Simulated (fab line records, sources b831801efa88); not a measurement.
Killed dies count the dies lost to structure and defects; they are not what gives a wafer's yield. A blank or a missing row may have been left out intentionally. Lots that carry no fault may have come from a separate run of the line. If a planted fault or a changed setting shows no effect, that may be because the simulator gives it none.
Matching of chambers ; flow sfq line ; SFQ_TRILAYER_I0_CMP_CMP_028 on cmp-02: 4 sister chambers
The step polishes SiO2. 16 wafers are shown with their chamber, then 7 later ones without.

EACH WAFER AND ITS CHAMBER
wafer;chamber;motor current A (A);time to endpoint s (s);edge zone pressure frac
L454.2;0;9.4;210;1.001
L454.4;2;7.8;212;1.000
L454.5;0;9.3;226;0.993
L456.1;3;11.8;208;1.000
L456.2;2;8.6;206;0.998
L456.3;1;9.7;214;1.006
L458.1;0;9.6;228;0.993
L458.2;3;11.6;213;0.996
L458.6;0;9.3;226;1.003
L462.4;0;9.9;225;1.002
L462.1;3;11.1;209;1.003
L462.6;1;9.6;205;1.005
L463.1;0;9.5;222;0.997
L463.3;1;9.8;212;0.996
L463.5;0;10.0;232;1.001
L464.1;0;9.6;221;0.998

SIGNATURES, as means of the wafers listed above
reading;chamber 0;chamber 1;chamber 2;chamber 3;scatter within a chamber
motor current A;9.575;9.700;8.200;11.500;0.299
time to endpoint s;223.75;210.33;209.00;210.00;5.58
edge zone pressure frac;0.99850;1.00233;0.99900;0.99967;0.00403
Rule: distance of a wafer from a chamber = root of the sum over the readings of ((wafer's reading minus chamber's mean) / reading's scatter) squared. If the next closest chamber is less than 2 further off than the closest, the wafer can't be placed; otherwise it belongs to the closest. The scatter is the square root of a quotient: the sum, over the shown wafers, of each reading's squared deviation from its chamber's mean, divided by wafers minus chambers.

WAFERS WITH NO CHAMBER GIVEN
wafer;motor current A (A);time to endpoint s (s);edge zone pressure frac
L464.5;8.4;223;1.000
L464.6;9.5;220;0.998
L468.2;10.2;231;0.998
L468.3;10.7;216;0.998
L477.1;8.5;205;0.999
L477.5;9.8;211;1.002
L477.6;9.8;231;1.003

CHAMBER TAKEN BY EACH
wafer;from the rows above;in truth
L464.5;can't be placed: 2 or 0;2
L464.6;can't be placed: 0 or 1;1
L468.2;can't be placed: 0 or 1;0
L468.3;can't be placed: 3 or 1 or 0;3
L477.1;2;2
L477.5;1;1
L477.6;can't be placed: 0 or 1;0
2 of 7 placed correctly. Cannot be placed on the basis of these rows: 5; the candidates contain the true chamber in 5. Placed wrongly: 0.
